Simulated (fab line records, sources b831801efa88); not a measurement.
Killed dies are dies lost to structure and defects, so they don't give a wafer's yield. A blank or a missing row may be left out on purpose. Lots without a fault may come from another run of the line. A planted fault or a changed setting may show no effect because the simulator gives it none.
fab line records | flow sfq_line | part 1 of 2: steps 1 to 29 of 41
record lots=5 wafers=15 last_day=81
route steps=325 shown I4@164 JJ@178 M5@198
lots that met no fault: from a run of the same line without faults
start_h: hours from the record's first day to the start of the lot's first wafer shown | wait_h: hours since the lot's step before | " the same as in the row above | L1.1+2: a row that stands for several wafers | - no value, or no start given | * or withheld: withheld | < > ~ a bound
route shown NAME@n: a module of which the file shows steps, and the number in the route of the first | usual: mean/standard deviation of fault-free wafers | same: alike in all rows | chamber/n: place in a boat | sites: the reading at each site | _std_site: their standard deviation | _edge_site: outer sites' mean less inner sites' | radius_mm: how far each site lies from the wafer's centre | mask NAME#n: copy n | behind: the tool/chamber that last shaped the wafer | hold: why the lot was held/for how many hours/how that ended | device: the transistor (n, p or np) that didn't switch | end of line: the same wafers' tests at the end of the route | a step without rows: its recipe alone | killed: dies lost to structure and defects at the first sort, not the wafer's yield | map: a wafer's dies, x killed, . not, _ none there
set.NAME: the setting as run; set.NAME@STEP: as run at that earlier step | model.NAME: the simulator's own value behind a step, which no gauge read
lots at some steps of the route; a table a step, a row a wafer
services: from which hour (start_h, from the record's first day; less than 0 if before it) a tool's chamber was out of use, for how many hours, and why
## steps
# step SFQ_TRILAYER_I4_CMP_CMP_100
# recipe material=SiO2 down_force_psi=3 platen_rpm=60 pad_velocity_m_s=0.94248
# usual motor_current_A=10.1/1.2 retaining_ring_pressure_frac=1.001/0.005 time_to_endpoint_s=212/7.3
# columns lot.wafer tool chamber start_h wait_h motor_current_A retaining_ring_pressure_frac time_to_endpoint_s
L077.3 cmp-02 2 1160.83 19.0 10.1 0.997 227
L077.5 " 0 1161.83 19.9 11.0 0.997 215
L077.6 " 1 " " 11.4 0.999 221
L079.3 cmp-02 0 1168.83 13.8 10.9 1.001 204
L079.4 " 1 " " 11.1 0.995 207
L079.1 " 3 1170.33 15.3 7.8 0.995 208
L080.3 cmp-02 3 1178.81 14.1 7.6 1.005 204
L080.4 " 0 " " 11.6 0.995 210
L080.6 " 3 1180.81 16.1 7.5 0.998 224
L086.1 cmp-02 0 1212.31 12.9 10.7 0.996 209
L086.2 " 1 " " 11.1 1.005 210
L086.5 " 3 1213.81 14.4 7.8 1.007 216
L092.3 cmp-01 0 1252.88 4.7 9.7 1.007 217
L092.5 " 2 1253.88 5.7 10.6 1.005 209
L092.6 " 3 " " 10.4 1.000 216
# step SFQ_I4_BOW_MEAS_927
# recipe mode=bow
# usual I4_BOW=2/9.4
# columns lot.wafer tool chamber start_h wait_h I4_BOW[um]
L077.3 film_metro-04 - 1162.87 1.5 -2
L077.5 " - " " -3
L077.6 " - " " -7
L079.1 film_metro-03 - 1171.83 1.0 -8
L079.3 " - " " 6
L079.4 " - " " 2
L080.3 film_metro-03 - 1181.85 2.5 -7
L080.4 " - " " -8
L080.6 " - " " -11
L086.1 film_metro-03 - 1214.81 2.0 3
L086.2 " - " " 2
L086.5 " - " " 15
L092.3 film_metro-04 - 1254.92 1.5 2
L092.5 " - " " 13
L092.6 " - " " 1
# step SFQ_TRILAYER_I4_METRO_MEASURE_101
# usual thk_nm=199.7/1
# columns lot.wafer tool chamber start_h wait_h thk_nm
L077.3 film_metro-04 - 1163.35 0.5 201.2
L077.5 " - " " 200.9
L077.6 " - " " 200.2
L079.1 film_metro-03 - 1171.95 0.1 199.0
L079.3 " - " " 198.6
L079.4 " - " " 199.1
L080.3 film_metro-03 - 1182.33 0.5 200.5
L080.4 " - " " 201.1
L080.6 " - " " 202.0
L086.1 film_metro-03 - 1214.93 0.1 198.8
L086.2 " - " " 199.9
L086.5 " - " " 200.2
L092.3 film_metro-04 - 1255.40 0.5 200.2
L092.5 " - " " 199.2
L092.6 " - " " 200.3
# step SFQ_TRILAYER_I4_VIA_LITHO_COAT_108
# recipe resist=BARC spin_rpm=3000 resist_thk_nm=62
# columns lot.wafer tool chamber start_h wait_h
L077.3+5+6 litho_track-02 0 1164.25 0.7
L079.1+3+4 litho_track-02 0 1173.15 1.0
L080.3+4+6 litho_track-02 0 1183.23 0.7
L086.1+2+5 litho_track-02 0 1216.13 1.0
L092.3+5+6 litho_track-03 0 1256.30 0.7
# step SFQ_TRILAYER_I4_VIA_LITHO_COAT_103
# recipe resist=KrF spin_rpm=3000 resist_thk_nm=650
# columns lot.wafer tool chamber start_h wait_h
L077.3+5+6 litho_track-02 0 1164.55 0.2
L079.1+3+4 litho_track-02 0 1173.45 0.2
L080.3+4+6 litho_track-02 0 1183.53 0.2
L086.1+2+5 litho_track-02 0 1216.43 0.2
L092.3+5+6 litho_track-03 0 1256.60 0.2
# step SFQ_TRILAYER_I4_VIA_LITHO_SOFTBAKE_107
# recipe temp_c=withheld time_s=withheld resist=KrF
# columns lot.wafer tool chamber start_h wait_h
L077.3+5+6 litho_track-02 0 1164.80 0.2
L079.1+3+4 litho_track-02 0 1173.75 0.2
L080.3+4+6 litho_track-02 0 1183.78 0.2
L086.1+2+5 litho_track-02 0 1216.73 0.2
L092.3+5+6 litho_track-03 0 1256.85 0.2
# step SFQ_TRILAYER_I4_VIA_LITHO_EXPOSE_104
# recipe mask_id=I4 na=0.6 source_shape=conventional sigma_outer=0.65 target_cd_nm=700 dose_mj=21.3
# same sigma_outer=0.65
# columns lot.wafer tool chamber start_h wait_h mask
L077.3+5+6 krf_scanner-01 0 1167.23 - I4#0
L079.1+3+4 krf_scanner-01 0 1177.63 - I4#0
L080.3+4+6 krf_scanner-02 0 1282.04 - I4#0
L086.1+2+5 krf_scanner-02 0 1320.04 - I4#0
L092.3+5+6 krf_scanner-01 0 1371.03 - I4#0
# step SFQ_TRILAYER_I4_VIA_LITHO_PEB_106
# recipe peb_temp_c=115 peb_time_s=60 resist=KrF
# columns lot.wafer tool chamber start_h wait_h
L077.3+5+6 litho_track-02 0 1168.08 0.7
L079.1+3+4 litho_track-02 0 1178.83 1.0
L080.3+4+6 litho_track-04 0 1282.89 0.7
L086.1+2+5 litho_track-02 0 1321.24 1.0
L092.3+5+6 litho_track-03 0 1371.88 0.7
# step SFQ_TRILAYER_I4_VIA_LITHO_DEVELOP_105
# recipe time_s=60 resist=KrF
# columns lot.wafer tool chamber start_h wait_h
L077.3+5+6 litho_track-02 0 1168.23 0.1
L079.1+3+4 litho_track-02 0 1178.98 0.1
L080.3+4+6 litho_track-04 0 1283.04 0.1
L086.1+2+5 litho_track-02 0 1321.39 0.1
L092.3+5+6 litho_track-03 0 1372.03 0.1
# step SFQ_I4_OVL_MEAS_928
# usual I4_OVL=0/6.1
# columns lot.wafer tool chamber start_h wait_h I4_OVL[nm]
L077.3 overlay-01 - 1168.34 0.1 -5
L077.5 " - " " -13
L077.6 " - " " -14
L079.1 overlay-01 - 1179.13 0.1 -2
L079.3 " - " " -5
L079.4 " - " " 1
L080.3 overlay-02 - 1283.15 0.1 -6
L080.4 " - " " -11
L080.6 " - " " -6
L086.1 overlay-02 - 1321.54 0.1 -1
L086.2 " - " " -4
L086.5 " - " " -9
L092.3 overlay-01 - 1372.14 0.1 8
L092.5 " - " " 7
L092.6 " - " " 2
# step SFQ_TRILAYER_I4_VIA_BARC_OPEN_VIA_ETCH_146
# recipe mask_material=PR chemistry=O2 target_depth_nm=125 target=BARC source_w=500 bias_w=80 pressure_mtorr=30 time_s=41.7
# usual drypump_motor_current_A=5.7/0.54 oes_product_au=0.685/0.0045
# columns lot.wafer tool chamber start_h wait_h drypump_motor_current_A oes_product_au rf_hours_counter_h
L077.3 rie_diel-03 1 1168.36 0.0 6.4 0.680 16
L077.5 " 1 " " 6.4 0.682 -
L077.6 " 0 " " 5.2 0.681 -
L079.1 rie_diel-01 3 1179.16 0.0 4.8 0.690 2
L079.3 " 0 " " 4.8 0.684 12
L079.4 " 2 " " 5.5 0.680 7
L080.3 rie_diel-01 1 1283.17 0.0 5.9 0.686 11
L080.4 " 0 " " 4.8 0.685 14
L080.6 " 2 " " 5.5 0.691 -
L086.1 rie_diel-03 3 1321.57 0.0 6.2 0.678 17
L086.2 " 0 " " 5.2 0.680 0
L086.5 " 2 " " 5.7 0.690 -
L092.3 rie_diel-04 3 1372.17 0.0 6.4 0.686 11
L092.5 " 2 " " 5.5 0.696 -
L092.6 " 3 " " 6.4 0.695 -
# step SFQ_TRILAYER_I4_VIA_ETCH_VIA_ETCH_106
# recipe target=SiO2 stop_on=Nb mask_material=PR taper_deg=20 chemistry=CHF3 target_depth_nm=260 source_w=500 bias_w=80 pressure_mtorr=30 time_s=withheld
# usual drypump_motor_current_A=5.7/0.54 oes_product_au=0.854/0.0052
# columns lot.wafer tool chamber start_h wait_h drypump_motor_current_A oes_product_au
L077.3 rie_diel-03 1 1168.40 0.0 6.4 0.861
L077.5 " 1 " " 6.4 0.856
L077.6 " 0 " " 5.3 0.854
L079.1 rie_diel-01 3 1179.20 0.0 4.8 0.854
L079.3 " 0 " " 4.8 0.848
L079.4 " 2 " " 5.5 0.851
L080.3 rie_diel-01 1 1283.21 0.0 5.9 0.853
L080.4 " 0 " " 4.8 0.855
L080.6 " 2 " " 5.5 0.860
L086.1 rie_diel-03 3 1321.61 0.0 6.2 0.852
L086.2 " 0 " " 5.3 0.857
L086.5 " 2 " " 5.7 0.856
L092.3 rie_diel-04 3 1372.21 0.0 6.4 0.863
L092.5 " 2 " " 5.5 0.858
L092.6 " 3 " " 6.4 0.856
# step SFQ_TRILAYER_I4_VIA_STRIP_STRIP_107
# recipe gas=O2 power_w=200 platen_temp_c=40 overash_fraction=0.65 chemistry=O2 pressure_mtorr=50
# usual drypump_motor_current_A=5.8/0.31 oes_product_au=1.003/0.0076
# same overash_fraction=0.65
# columns lot.wafer tool chamber start_h wait_h drypump_motor_current_A oes_product_au rf_hours_counter_h
L077.3 rie_metal-04 0 1168.71 - 5.3 0.996 -
L077.5 " 0 " " 5.3 0.995 -
L077.6 " 1 " " 5.9 1.004 -
L079.1 rie_metal-01 1 1179.31 - 5.8 0.998 6
L079.3 " 1 " " 5.8 1.004 -
L079.4 " 0 " " 5.7 1.004 -
L080.3 rie_metal-04 1 1283.53 - 5.9 0.998 -
L080.4 " 0 " " 5.2 1.017 -
L080.6 " 1 " " 5.8 1.008 -
L086.1 rie_metal-01 1 1321.73 - 5.8 1.002 28
L086.2 " 0 " " 5.7 1.002 45
L086.5 " 0 " " 5.7 1.006 -
L092.3 rie_metal-01 1 1372.52 - 5.8 0.996 -
L092.5 " 0 " " 5.7 1.005 -
L092.6 " 1 " " 5.8 1.016 -
# step SFQ_TRILAYER_I4_VIA_STRIP_SOLV_CLEAN_108
# recipe chemistry=NMP temp_c=70 time_s=600
# usual bath_guard_temp_C=70.1/0.52
# columns lot.wafer tool chamber start_h wait_h bath_guard_temp_C
L077.3 wet_bench-03 3 1169.11 0.2 69.9
L077.5 " 1 " " 70.5
L077.6 " 0 " " 70.6
L079.1 wet_bench-02 0 1179.91 0.4 69.7
L079.3 " 6 " " 70.1
L079.4 " 1 " " 69.9
L080.3 wet_bench-03 6 1283.93 0.2 70.2
L080.4 " 1 " " 70.5
L080.6 " 7 " " 69.8
L086.1 wet_bench-01 3 1322.33 0.4 70.4
L086.2 " 7 " " 70.2
L086.5 " 4 " " 70.4
L092.3 wet_bench-01 4 1372.92 0.2 70.5
L092.5 " 7 " " 69.8
L092.6 " 0 " " 70.6
# step SFQ_TRILAYER_JJ_TRILAYER_DEP_PRE_CLEAN_113
# recipe gas=Ar time_s=22.5 bias_v=250
# columns lot.wafer tool chamber start_h wait_h
L077.3+5+6 pvd_sputter-05 - 1169.29 0.0
L079.1+3+4 pvd_sputter-05 - 1180.09 0.0
L080.3+4+6 pvd_sputter-03 - 1284.10 0.0
L086.1+2+5 pvd_sputter-04 - 1322.52 0.0
L092.3+5+6 pvd_sputter-03 - 1373.11 0.0
# step SFQ_TRILAYER_JJ_TRILAYER_DEP_SPUTTER_109
# recipe material=Nb base_pressure_pa=1.33e-06 chamber_pressure_pa=0.1333 substrate_temp_c=20 target_thk_nm=150 power_w=2000 time_s=100
# usual chamber_pressure_pa=0.13331/0.00025 throttle_valve_pct=30.1/0.61
# columns lot.wafer tool chamber start_h wait_h chamber_pressure_pa throttle_valve_pct
L077.3 pvd_sputter-05 - 1169.32 0.0 0.13378 30.1
L077.5 " - " " 0.13358 30.0
L077.6 " - " " 0.13349 31.2
L079.1 pvd_sputter-05 - 1180.12 0.0 0.13314 31.2
L079.3 " - " " 0.1338 30.1
L079.4 " - " " 0.13294 29.8
L080.3 pvd_sputter-03 - 1284.13 0.0 0.13367 29.9
L080.4 " - " " 0.1333 29.7
L080.6 " - " " 0.13337 29.6
L086.1 pvd_sputter-04 - 1322.55 0.0 0.1333 28.3
L086.2 " - " " 0.13338 30.0
L086.5 " - " " 0.1334 30.2
L092.3 pvd_sputter-03 - 1373.14 0.0 0.13341 30.0
L092.5 " - " " 0.13348 29.6
L092.6 " - " " 0.13334 30.9
# step SFQ_TRILAYER_JJ_TRILAYER_DEP_SPUTTER_110
# recipe material=Al base_pressure_pa=1.33e-06 target_thk_nm=8 power_w=500 time_s=10 chamber_pressure_pa=0.4
# usual chamber_pressure_pa=0.3999/0.00086 throttle_valve_pct=30.1/0.6
# columns lot.wafer tool chamber start_h wait_h chamber_pressure_pa throttle_valve_pct
L077.3 pvd_sputter-05 - 1169.39 0.0 0.3996 29.9
L077.5 " - " " 0.4010 29.8
L077.6 " - " " 0.3989 31.1
L079.1 pvd_sputter-05 - 1180.19 0.0 0.3998 31.1
L079.3 " - " " 0.3993 30.0
L079.4 " - " " 0.4004 29.9
L080.3 pvd_sputter-03 - 1284.20 0.0 0.4002 29.9
L080.4 " - " " 0.3997 29.9
L080.6 " - " " 0.4008 29.9
L086.1 pvd_sputter-04 - 1322.62 0.0 0.4004 28.3
L086.2 " - " " 0.4003 29.8
L086.5 " - " " 0.4004 29.9
L092.3 pvd_sputter-03 - 1373.21 0.0 0.3997 30.1
L092.5 " - " " 0.3999 29.6
L092.6 " - " " 0.4005 30.6
# step SFQ_TRILAYER_JJ_TRILAYER_DEP_AL_OXIDATION_111
# recipe pressure_mbar=0.014667 oxidation_time_s=600 temperature_k=293
# columns lot.wafer tool chamber start_h wait_h
L077.3+5+6 pvd_sputter-05 - 1169.41 0.0
L079.1+3+4 pvd_sputter-05 - 1180.21 0.0
L080.3+4+6 pvd_sputter-03 - 1284.23 0.0
L086.1+2+5 pvd_sputter-04 - 1322.64 0.0
L092.3+5+6 pvd_sputter-03 - 1373.24 0.0
# step SFQ_TRILAYER_JJ_TRILAYER_DEP_SPUTTER_112
# recipe material=Nb base_pressure_pa=1.33e-06 chamber_pressure_pa=0.1333 substrate_temp_c=20 target_thk_nm=170 power_w=2000 time_s=113.3
# usual chamber_pressure_pa=0.1333/0.00026 throttle_valve_pct=30.1/0.58
# columns lot.wafer tool chamber start_h wait_h chamber_pressure_pa throttle_valve_pct
L077.3 pvd_sputter-05 - 1170.41 0.5 0.13308 29.9
L077.5 " - " " 0.13329 30.0
L077.6 " - " " 0.13383 30.9
L079.1 pvd_sputter-05 - 1181.21 0.5 0.13307 31.0
L079.3 " - " " 0.13318 30.3
L079.4 " - " " 0.13327 30.0
L080.3 pvd_sputter-03 - 1285.23 0.5 0.13382 29.8
L080.4 " - " " 0.13329 29.6
L080.6 " - " " 0.13307 30.0
L086.1 pvd_sputter-04 - 1323.78 0.6 0.13342 28.5
L086.2 " - " " 0.13291 30.1
L086.5 " - " " 0.13316 29.7
L092.3 pvd_sputter-03 - 1374.24 0.5 0.13365 29.8
L092.5 " - " " 0.133 29.7
L092.6 " - " " 0.13294 30.5
# step SFQ_JJ_RS_MEAS_929
# recipe thk_meas_gauge=four-point-probe reads=Nb_of_TRILAYER_JJ_TRILAYER_DEP_SPUTTER_112
# usual JJ_NB_RS=1.046/0.012
# columns lot.wafer tool chamber start_h wait_h JJ_NB_RS[ohm/sq]
L077.3 film_metro-01 - 1170.53 0.1 1.050
L077.5 " - " " 1.051
L077.6 " - " " 1.037
L079.1 film_metro-02 - 1181.29 0.0 1.038
L079.3 " - " " 1.047
L079.4 " - " " 1.057
L080.3 film_metro-02 - 1285.35 0.1 1.024
L080.4 " - " " 1.046
L080.6 " - " " 1.040
L086.1 film_metro-02 - 1323.86 0.0 1.042
L086.2 " - " " 1.053
L086.5 " - " " 1.046
L092.3 film_metro-01 - 1374.35 0.1 1.025
L092.5 " - " " 1.039
L092.6 " - " " 1.036
# step SFQ_TRILAYER_JJ_CE_LITHO_COAT_119
# recipe resist=BARC spin_rpm=3000 resist_thk_nm=62
# columns lot.wafer tool chamber start_h wait_h
L077.3+5+6 litho_track-01 0 1170.77 0.1
L079.1+3+4 litho_track-01 0 1181.47 0.1
L080.3+4+6 litho_track-03 0 1285.59 0.1
L086.1+2+5 litho_track-01 0 1324.04 0.1
L092.3+5+6 litho_track-01 0 1374.59 0.1
# step SFQ_TRILAYER_JJ_CE_LITHO_COAT_114
# recipe resist=KrF spin_rpm=3000 resist_thk_nm=600
# columns lot.wafer tool chamber start_h wait_h
L077.3+5+6 litho_track-01 0 1171.07 0.2
L079.1+3+4 litho_track-01 0 1181.77 0.2
L080.3+4+6 litho_track-03 0 1285.89 0.2
L086.1+2+5 litho_track-01 0 1324.34 0.2
L092.3+5+6 litho_track-01 0 1374.89 0.2
# step SFQ_TRILAYER_JJ_CE_LITHO_SOFTBAKE_118
# recipe temp_c=withheld time_s=withheld resist=KrF
# columns lot.wafer tool chamber start_h wait_h
L077.3+5+6 litho_track-01 0 1171.32 0.2
L079.1+3+4 litho_track-01 0 1182.07 0.2
L080.3+4+6 litho_track-03 0 1286.14 0.2
L086.1+2+5 litho_track-01 0 1324.64 0.2
L092.3+5+6 litho_track-01 0 1375.14 0.2
# step SFQ_TRILAYER_JJ_CE_LITHO_EXPOSE_115
# recipe mask_id=J5 na=0.6 source_shape=conventional sigma_outer=0.65 target_cd_nm=700 dose_mj=14.4
# same sigma_outer=0.65
# columns lot.wafer tool chamber start_h wait_h mask
L077.3+5+6 krf_scanner-01 0 1175.63 - J5#0
L079.1+3+4 krf_scanner-01 0 1187.23 - J5#0
L080.3+4+6 krf_scanner-01 0 1286.64 - J5#0
L086.1+2+5 krf_scanner-01 0 1343.81 - J5#0
L092.3+5+6 krf_scanner-01 0 1474.36 - J5#0
# step SFQ_TRILAYER_JJ_CE_LITHO_PEB_117
# recipe peb_temp_c=115 peb_time_s=60 resist=KrF
# columns lot.wafer tool chamber start_h wait_h
L077.3+5+6 litho_track-01 0 1176.48 0.7
L079.1+3+4 litho_track-03 0 1188.43 1.0
L080.3+4+6 litho_track-03 0 1287.49 0.7
L086.1+2+5 litho_track-01 0 1345.01 1.0
L092.3+5+6 litho_track-03 0 1475.21 0.7
# step SFQ_TRILAYER_JJ_CE_LITHO_DEVELOP_116
# recipe time_s=60 resist=KrF
# columns lot.wafer tool chamber start_h wait_h
L077.3+5+6 litho_track-01 0 1176.63 0.1
L079.1+3+4 litho_track-03 0 1188.58 0.1
L080.3+4+6 litho_track-03 0 1287.64 0.1
L086.1+2+5 litho_track-01 0 1345.16 0.1
L092.3+5+6 litho_track-03 0 1475.36 0.1
# step SFQ_JJ_OVL_MEAS_931
# usual J5_OVL=1/5
# columns lot.wafer tool chamber start_h wait_h J5_OVL[nm]
L077.3 overlay-01 - 1176.74 0.1 -2
L077.5 " - " " -11
L077.6 " - " " -11
L079.1 overlay-01 - 1188.73 0.1 -3
L079.3 " - " " 2
L079.4 " - " " 0
L080.3 overlay-02 - 1287.75 0.1 -5
L080.4 " - " " 2
L080.6 " - " " 0
L086.1 overlay-02 - 1345.31 0.1 1
L086.2 " - " " -3
L086.5 " - " " -8
L092.3 overlay-01 - 1475.47 0.1 1
L092.5 " - " " 5
L092.6 " - " " -1
# step SFQ_TRILAYER_JJ_CE_METRO_MEASURE_117
# usual cd_nm=700.0/1.3
# columns lot.wafer tool chamber start_h wait_h cd_nm
L077.3 cd_sem-02 - 1177.16 0.4 702.0
L077.5 " - " " 701.2
L077.6 " - " " 701.2
L079.1 cd_sem-01 - 1188.76 0.0 702.6
L079.3 " - " " 700.9
L079.4 " - " " 702.7
L080.3 cd_sem-02 - 1288.17 0.4 700.2
L080.4 " - " " 699.7
L080.6 " - " " 700.4
L086.1 cd_sem-02 - 1345.35 0.0 699.7
L086.2 " - " " 700.1
L086.5 " - " " 698.4
L092.3 cd_sem-02 - 1475.89 0.4 700.4
L092.5 " - " " 699.5
L092.6 " - " " 700.4
# step SFQ_TRILAYER_JJ_CE_BARC_OPEN_RIE_150
# recipe mask_material=PR chemistry=O2 target_depth_nm=240 target=BARC icp_w=600 bias_w=80 pressure_mtorr=10 time_s=80
# usual drypump_motor_current_A=6.04/0.29 oes_product_au=0.537/0.0044
# columns lot.wafer tool chamber start_h wait_h drypump_motor_current_A oes_product_au rf_hours_counter_h
L077.3 rie_metal-01 0 1177.99 0.6 5.71 0.530 -
L077.5 " 0 " " 5.69 0.537 -
L077.6 " 1 " " 5.79 0.532 -
L079.1 rie_metal-01 1 1189.96 1.0 5.75 0.534 7
L079.3 " 1 " " 5.78 0.538 -
L079.4 " 0 " " 5.72 0.542 -
L080.3 rie_metal-01 0 1289.00 0.6 5.69 0.544 -
L080.4 " 1 " " 5.82 0.538 -
L080.6 " 0 " " 5.69 0.534 -
L086.1 rie_metal-03 0 1346.55 1.0 5.73 0.532 29
L086.2 " 1 " " 6.31 0.530 16
L086.5 " 0 " " 5.74 0.533 -
L092.3 rie_metal-02 1 1476.72 0.6 6.20 0.535 -
L092.5 " 0 " " 6.41 0.540 -
L092.6 " 1 " " 6.21 0.535 -
